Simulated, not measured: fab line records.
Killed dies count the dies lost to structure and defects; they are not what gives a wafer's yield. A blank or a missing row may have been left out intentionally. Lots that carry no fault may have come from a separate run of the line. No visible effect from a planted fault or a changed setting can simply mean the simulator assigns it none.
fab line records	flow sfq-line
record lots=14	wafers=42	last-day=81
route steps=325 shown C5@246 M6@261 I6@274 M7@291
lots untouched by any fault: they come from a run of this same line in which no faults occurred
start-h: start of the lot's first displayed wafer, in hours after the record's first day	wait-h: time in hours since the lot's previous step	" repeats the value in the row above	L1.1+2: one row covering several wafers at once	- value missing, or start not given	* or withheld: withheld	< > ~ a bound
route shown NAME@n: a module of which the file shows steps, and the number in the route of the first	usual: average and standard deviation across the fault-free wafers	same: alike in all rows	chamber/n: place in a boat	sites: readings site by site	_std_site: standard deviation across them	_edge_site: the outer-site mean with the inner-site mean subtracted	radius-mm: how far each site lies from the wafer's centre	mask NAME#n: copy n	behind: the most recent tool/chamber to have shaped the wafer	hold: what put the lot on hold/how long, in hours/how the hold closed	device: names the non-switching transistor (n, p or np)	end of line: at the end of the route, the tests of the same wafers	a step with no rows: only its recipe	killed: the dies lost at the first sort to structure and to defects; this is not the yield of the wafer	map: a wafer's dies, marking killed ones x, the rest . and places with no die _
set.NAME: the setting the step ran with; set.NAME@STEP: the setting that earlier step ran with	model.NAME: the simulator's own value behind a step, which no gauge read
the route's steps for a sample of lots (tables are steps, rows are wafers)
## steps
# step SFQ_C5_OVL_MEAS_937
# usual C5_OVL=-2/4.8
lot.wafer	tool	chamber	start-h	wait-h	C5_OVL[nm]
L959.2	overlay-02	-	1236.10	0.1	-2
L959.4	"	-	"	"	2
L959.6	"	-	"	"	-1
L960.3	overlay-02	-	1239.71	0.1	-6
L960.4	"	-	"	"	-3
L960.5	"	-	"	"	-1
L961.3	overlay-02	-	1240.91	0.1	-1
L961.4	"	-	"	"	-5
L961.5	"	-	"	"	2
L962.1	overlay-01	-	1243.29	0.1	-8
L962.5	"	-	"	"	-13
L962.6	"	-	"	"	-10
L963.2	overlay-02	-	1245.90	0.1	1
L963.3	"	-	"	"	-3
L963.5	"	-	"	"	-6
L964.4	overlay-01	-	1248.31	0.1	4
L964.5	"	-	"	"	4
L964.6	"	-	"	"	10
L967.1	overlay-02	-	1261.62	0.1	-2
L967.2	"	-	"	"	-3
L967.4	"	-	"	"	-1
L968.1	overlay-01	-	1268.95	0.1	3
L968.3	"	-	"	"	-1
L968.5	"	-	"	"	-2
L972.1	overlay-02	-	1548.10	0.1	-2
L972.3	"	-	"	"	-5
L972.4	"	-	"	"	9
L975.2	overlay-01	-	1652.88	0.1	8
L975.5	"	-	"	"	7
L975.6	"	-	"	"	5
L977.1	overlay-01	-	1655.27	0.1	-1
L977.3	"	-	"	"	-9
L977.5	"	-	"	"	-1
L978.2	overlay-01	-	1656.48	0.1	0
L978.3	"	-	"	"	0
L978.5	"	-	"	"	0
L980.1	overlay-01	-	1662.47	0.1	-3
L980.2	"	-	"	"	-3
L980.3	"	-	"	"	-8
L981.1	overlay-01	-	1663.67	0.1	0
L981.4	"	-	"	"	9
L981.5	"	-	"	"	-6
# step SFQ_M6_OVL_MEAS_940
# usual M6_OVL=0/5.3
lot.wafer	tool	chamber	start-h	wait-h	M6_OVL[nm]
L959.2	overlay-02	-	1362.71	0.1	-11
L959.4	"	-	"	"	-10
L959.6	"	-	"	"	-7
L960.3	overlay-02	-	1365.12	0.1	6
L960.4	"	-	"	"	3
L960.5	"	-	"	"	4
L961.3	overlay-02	-	1366.32	0.1	5
L961.4	"	-	"	"	5
L961.5	"	-	"	"	4
L962.1	overlay-02	-	1368.70	0.1	-1
L962.5	"	-	"	"	-1
L962.6	"	-	"	"	3
L963.2	overlay-02	-	1371.11	0.1	2
L963.3	"	-	"	"	9
L963.5	"	-	"	"	3
L964.4	overlay-02	-	1373.52	0.1	2
L964.5	"	-	"	"	4
L964.6	"	-	"	"	4
L967.1	overlay-02	-	1386.70	0.1	-4
L967.2	"	-	"	"	-3
L967.4	"	-	"	"	-1
L968.1	overlay-02	-	1395.29	0.1	13
L968.3	"	-	"	"	15
L968.5	"	-	"	"	11
L972.1	overlay-02	-	1551.55	0.1	-8
L972.3	"	-	"	"	-9
L972.4	"	-	"	"	-2
L975.2	overlay-01	-	1726.20	0.1	4
L975.5	"	-	"	"	7
L975.6	"	-	"	"	0
L977.1	overlay-01	-	1728.59	0.1	1
L977.3	"	-	"	"	-1
L977.5	"	-	"	"	1
L978.2	overlay-02	-	1729.80	0.1	-6
L978.3	"	-	"	"	-4
L978.5	"	-	"	"	-4
L980.1	overlay-02	-	1733.39	0.1	6
L980.2	"	-	"	"	-1
L980.3	"	-	"	"	-2
L981.1	overlay-02	-	1734.59	0.1	2
L981.4	"	-	"	"	1
L981.5	"	-	"	"	-5
# step SFQ_TRILAYER_I6_VIA_LITHO_PEB_172
# recipe peb-temp-c=115	peb-time-s=60	resist=KrF
# usual heater-power-total-W=79.15/0.065	plate-temp-C=115.01/0.14
# same peb-time-s=60
lot.wafer	tool	chamber	start-h	wait-h	heater-power-total-W	plate-temp-C
L959.2	litho-track-03	0	1380.61	0.8	79.21	114.91
L959.4	"	0	"	"	79.09	115.07
L959.6	"	0	"	"	79.13	115.02
L960.3	litho-track-01	0	1384.24	0.7	79.10	115.08
L960.4	"	0	"	"	79.11	115.06
L960.5	"	0	"	"	79.11	114.95
L961.3	litho-track-01	0	1386.64	0.7	79.17	115.14
L961.4	"	0	"	"	79.11	115.17
L961.5	"	0	"	"	79.23	115.02
L962.1	litho-track-01	0	1392.59	1.0	79.16	114.89
L962.5	"	0	"	"	79.05	115.01
L962.6	"	0	"	"	79.15	115.04
L963.2	litho-track-03	0	1485.42	0.8	79.15	115.07
L963.3	"	0	"	"	79.05	114.93
L963.5	"	0	"	"	79.18	114.91
L964.4	litho-track-03	0	1490.27	0.5	79.23	115.30
L964.5	"	0	"	"	79.18	115.22
L964.6	"	0	"	"	79.09	115.05
L967.1	litho-track-01	0	1519.00	1.0	79.26	114.77
L967.2	"	0	"	"	79.18	114.80
L967.4	"	0	"	"	79.19	114.95
L968.1	litho-track-04	0	1521.31	1.0	79.16	115.30
L968.3	"	0	"	"	79.24	115.07
L968.5	"	0	"	"	79.03	115.22
L972.1	litho-track-04	0	1558.89	1.0	79.02	115.03
L972.3	"	0	"	"	79.16	115.11
L972.4	"	0	"	"	79.14	115.03
L975.2	litho-track-04	0	1741.70	0.8	80.10	115.80
L975.5	"	0	"	"	80.10	115.75
L975.6	"	0	"	"	80.10	115.90
L977.1	litho-track-01	0	1745.75	1.0	79.15	115.23
L977.3	"	0	"	"	79.00	115.09
L977.5	"	0	"	"	79.21	115.26
L978.2	litho-track-04	0	1750.48	0.8	80.15	116.17
L978.3	"	0	"	"	79.96	115.96
L978.5	"	0	"	"	80.13	116.01
L980.1	litho-track-01	0	1758.40	1.0	79.05	114.86
L980.2	"	0	"	"	79.11	114.93
L980.3	"	0	"	"	79.01	115.14
L981.1	litho-track-01	0	1760.80	1.0	79.19	114.75
L981.4	"	0	"	"	79.22	114.82
L981.5	"	0	"	"	79.11	114.84
# step SFQ_M7_OVL_MEAS_945
# usual M7_OVL=0/7
lot.wafer	tool	chamber	start-h	wait-h	M7_OVL[nm]
L959.2	overlay-01	-	1391.69	0.1	-5
L959.4	"	-	"	"	-3
L959.6	"	-	"	"	1
L960.3	overlay-02	-	1480.91	0.1	-8
L960.4	"	-	"	"	-15
L960.5	"	-	"	"	-10
L961.3	overlay-02	-	1484.51	0.1	0
L961.4	"	-	"	"	-12
L961.5	"	-	"	"	-6
L962.1	overlay-01	-	1492.90	0.1	2
L962.5	"	-	"	"	13
L962.6	"	-	"	"	0
L963.2	overlay-01	-	1578.23	0.1	4
L963.3	"	-	"	"	7
L963.5	"	-	"	"	1
L964.4	overlay-01	-	1585.44	0.1	-1
L964.5	"	-	"	"	6
L964.6	"	-	"	"	-1
L967.1	overlay-01	-	1618.99	0.1	-4
L967.2	"	-	"	"	-4
L967.4	"	-	"	"	-5
L968.1	overlay-01	-	1620.19	0.1	9
L968.3	"	-	"	"	18
L968.5	"	-	"	"	13
L972.1	overlay-01	-	1628.59	0.1	-2
L972.3	"	-	"	"	-3
L972.4	"	-	"	"	1
L975.2	overlay-01	-	1771.15	0.1	0
L975.5	"	-	"	"	10
L975.6	"	-	"	"	9
L977.1	overlay-01	-	1773.54	0.1	-7
L977.3	"	-	"	"	-11
L977.5	"	-	"	"	-3
L978.2	overlay-01	-	1774.75	0.1	5
L978.3	"	-	"	"	-3
L978.5	"	-	"	"	-4
L980.1	overlay-01	-	1778.34	0.1	8
L980.2	"	-	"	"	10
L980.3	"	-	"	"	8
L981.1	overlay-01	-	1780.74	0.1	-7
L981.4	"	-	"	"	-5
L981.5	"	-	"	"	-6
## key
first-sign step=SFQ_TRILAYER_I6_VIA_LITHO_PEB_172	reading=heater-power-total-W	direction=up	sigmas=14	usual=79.15	struck=80.09
effect step=SFQ_TRILAYER_I6_VIA_LITHO_PEB_172	reading=plate-temp-C	direction=up	sigmas=6.4	usual=*	struck=*
met-at SFQ_TRILAYER_I6_VIA_LITHO_PEB_172
struck-lots L975,L978
not-acting-at SFQ_C5_OVL_MEAS_937,SFQ_M6_OVL_MEAS_940,SFQ_M7_OVL_MEAS_945
onset-between 1558.89 1741.70
fault kind=process-parameter-drift	tool=litho-track-04	chamber=-	onset-h=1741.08	steps=SFQ_TRILAYER_I6_VIA_LITHO_PEB_172	channel=peb-temp-c	offset=*	shape=step	end-h=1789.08	acts-in=*	stated=*
